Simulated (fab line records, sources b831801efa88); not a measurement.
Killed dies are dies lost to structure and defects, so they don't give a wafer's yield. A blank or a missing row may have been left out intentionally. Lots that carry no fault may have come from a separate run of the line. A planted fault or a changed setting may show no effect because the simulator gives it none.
2 desks looking at one fault / flow sky130 / every desk sees just its own numbers, and what lay behind them comes last

## FROM THE METROLOGY DESK
What the gauges read for every lot (on any tool): the sampled wafers with a number, averaged. The brackets show how far a lot's mean lies from the usual mean; more than 4 standard deviations puts the lot out of limits, marked OUT. Of its 8 readings 7 are shown: those that lie furthest out on some lot.
Columns: A = LDD_LDN_OVL at SKY_LDD_LDN_OVL_MEAS_07, usual -1.3 nm; B = LDD_LDN_TW at SKY_LDD_LDN_TW_MEAS_13, usual 1483; C = cd_nm at SKY_POLY_CUT_CD_MEAS_08, usual 269.3 nm; D = POLY_CUT_OVL at SKY_POLY_CUT_OVL_MEAS_09, usual 3 nm; E = cd_nm at SKY_SD_P_CD_MEAS_07, usual 380.6 nm; F = SD_P_OVL at SKY_SD_P_OVL_MEAS_08, usual -0.3 nm; G = SD_P_TW at SKY_SD_P_TW_MEAS_11, usual 2865
lot=L265; first seen here=day 23 10:50; A=-1.8; B=1497; C=267.6; D=7; E=379.7; F=1.5; G=2819
lot=L270; first seen here=day 24 23:17; A=-1.6; B=1477; C=271.6; D=10; E=375.2; F=-1.6; G=2896
lot=L271; first seen here=day 25 17:18; A=-1.9; B=1477; C=269.8; D=-1; E=381.3; F=-0.3; G=2902
lot=L278; first seen here=day 28 00:50; A=-1.4; B=1468; C=268.6; D=4; E=382.1; F=-0.8; G=2878
lot=L286; first seen here=day 31 11:01; A=1.6; B=1480; C=269.8; D=3; E=382.4; F=-2.0; G=2840
This desk's finding: nothing out of limits on any of the 5 lots.

## TOOL OWNER'S DESK, rie_diel-04
The tool's own readings at SKY_SPACER_ETCHBACK_02 (etches Si3N4 in CH3F/O2, stops on SiO2, time 46.7 s, target depth 45 nm): means of the sampled wafers that have a number, for each lot that ran on this tool. The brackets show how far a lot's mean lies from the usual mean; more than 4 standard deviations puts the lot out of limits, marked OUT.
Columns: A = chamber_pressure_mTorr at SKY_SPACER_ETCHBACK_02, usual 25.001 mTorr; B = drypump_motor_current_A at SKY_SPACER_ETCHBACK_02, usual 6.0 A; C = oes_product_au at SKY_SPACER_ETCHBACK_02, usual 0.859 a.u.; D = rf_fwd_power_W at SKY_SPACER_ETCHBACK_02, usual 395.3 W; E = throttle_valve_pct at SKY_SPACER_ETCHBACK_02, usual 10.562 %
lot=L278; first seen here=day 28 02:56; A=25.011; B=6.2; C=0.861; D=396.6; E=10.560
lot=L286; first seen here=day 31 15:20; A=24.995; B=6.3; C=0.857; D=396.6; E=10.559
This desk's finding: nothing out of limits on any of the 2 lots.

## BROUGHT TOGETHER
At the metrology desk, nothing out of limits was observed.
Nothing out of limits was seen by the tool owner's desk.

## WHAT HAD BEEN PUT IN BY THE SIMULATOR
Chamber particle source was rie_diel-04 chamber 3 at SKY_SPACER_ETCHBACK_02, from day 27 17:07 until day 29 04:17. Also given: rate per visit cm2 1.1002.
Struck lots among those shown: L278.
